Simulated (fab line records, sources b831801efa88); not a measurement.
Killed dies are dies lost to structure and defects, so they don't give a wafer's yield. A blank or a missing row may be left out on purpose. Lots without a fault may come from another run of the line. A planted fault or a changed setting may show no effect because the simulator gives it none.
A struck lot beside a sound one | flow gf180mcu | 17 steps out of a route of 602
Sound: wafers L449.2, L449.3, L449.4. Struck: wafers L459.2, L459.6. (L459.4 of the same lot was not struck and is left out.) The cause comes at the end.
At each step with rows: each side's tool, then ch and its chambers, then its first start. Under that, the readings that differ: sound wafers | struck wafers | difference of the means | sigmas: that difference in standard deviations of wafers without a fault.
alike: readings whose means differ by less than 2 such deviations, and words and numbers that are the same on both sides. not compared: withheld readings, readings that some wafer has no value for, bounds like >300 that may hide the same value, and numbers for which the record gives no deviation and whose values overlap.
The two part at a step that has a row with sigmas, a row that says differs or no value, or rows on one side only. Numbers that don't overlap but have no deviation are shown without sigmas and don't part them. A reading that every wafer of one side lacks parts them only if that side has two wafers or more.

first, 4 steps without rows for these wafers: GF_M1_SOFTBAKE_10 (time 60 s); GF_M1_EXPOSE_11 (exposes mask Metal1, target cd 230 nm); GF_M1_PEB_12 (peb time 90 s); GF_M1_DEVELOP_13 (develop time 60 s).
GF_M1_CD_MEAS_14: target cd 230 nm.
  sound on cd_sem-02, day 19 01:52; struck on cd_sem-02, day 22 06:28
  alike: cd_nm
GF_M1_OVL_MEAS_15:
  sound on overlay-01, day 19 01:59; struck on overlay-02, day 22 06:35
  alike: M1_OVL
GF_M1_METAL_ETCH_16: etches the open film in Cl2/BCl3, stops on SiO2, target depth 750.8 nm, time 125.1 s.
  sound on rie_metal-01 ch 0,1, day 19 02:01; struck on rie_metal-01 ch 1, day 22 06:37
  alike: bias_w, drypump_motor_current_A, oes_product_au, throttle_valve_pct
  not compared: rf_hours_counter_h
GF_M1_STRIP_17: strips in O2/N2.
  sound on plasma_asher-02 ch 0,1, day 19 02:08; struck on plasma_asher-03 ch 0, day 22 06:44
  reading                      | sound          | struck    | difference | sigmas
  heater_power_w (W)           | 322 331 321    | 391 409   | +75        | +2
  strip_time_to_endpoint_s (s) | 7.32 7.31 7.33 | 7.44 7.44 | +0.12      | +2
  alike: drypump_motor_current_A, oes_product_au
  not compared: rf_hours_counter_h
then, 3 steps without rows for these wafers: GF_M1_STRIP_18 (strips in post etch residue remover, time 1200 s); GF_M1_CLEAN_19 (cleans in DIW); GF_V1_CVD_00 (deposits SiO2, target thk 600 nm, time 100 s).
GF_V1_THK_MEAS_01:
  sound on film_metro-03, day 19 02:45; struck on film_metro-02, day 22 07:28
  alike: V1_CVD_00_THK
GF_V1_CVD_02: deposits SiO2 from TEOS, target thk 850 nm, time 94.851 s.
  sound on pecvd-04 ch 0,2, day 19 02:48; struck on pecvd-02 ch 2, day 22 07:31
  reading                             | sound             | struck      | difference | sigmas
  rf_fwd_power_W (W)                  | 596.6 597.0 596.6 | 499.5 500.9 | -96.5      | -51
  model.SiO2_of_V1_CVD_02.thk_nm (nm) | 834.5 843.9 847.8 | 804.5 813.4 | -33.1      |
  alike: heater_power_w
GF_V1_THK_MEAS_03:
  sound on film_metro-02, day 19 02:53; struck on film_metro-01, day 22 07:37
  reading            | sound       | struck  | difference | sigmas
  V1_CVD_02_THK (nm) | 835 844 847 | 804 813 | -34        | -3
GF_V1_CMP_04: polishes SiO2.
  sound on cmp-01 ch 0,1,3, day 19 02:56; struck on cmp-02 ch 0,1, day 22 07:43
  reading                | sound    | struck | difference | sigmas
  time_to_endpoint_s (s) | 77 75 83 | 61 70  | -13        | -2
  alike: edge_zone_pressure_frac, motor_current_A
GF_V1_BOW_MEAS_05:
  sound on film_metro-02, day 19 03:15; struck on film_metro-02, day 22 07:59
  alike: V1_BOW
-- the record jumps here: 11 days lie between the struck wafers' starts before and after (it left off in module V1 and takes up again in module PASSIVATION, whose first step shown is number 602 of the route) --
GF_PASSIVATION_PROBE_99:
  the record has rows for the struck wafers here (prober-01, day 33 03:11) and none for the sound ones

WHERE THEY PART
First at GF_M1_STRIP_17; last, within this record, at GF_PASSIVATION_PROBE_99.

WHY: what the simulator had put in
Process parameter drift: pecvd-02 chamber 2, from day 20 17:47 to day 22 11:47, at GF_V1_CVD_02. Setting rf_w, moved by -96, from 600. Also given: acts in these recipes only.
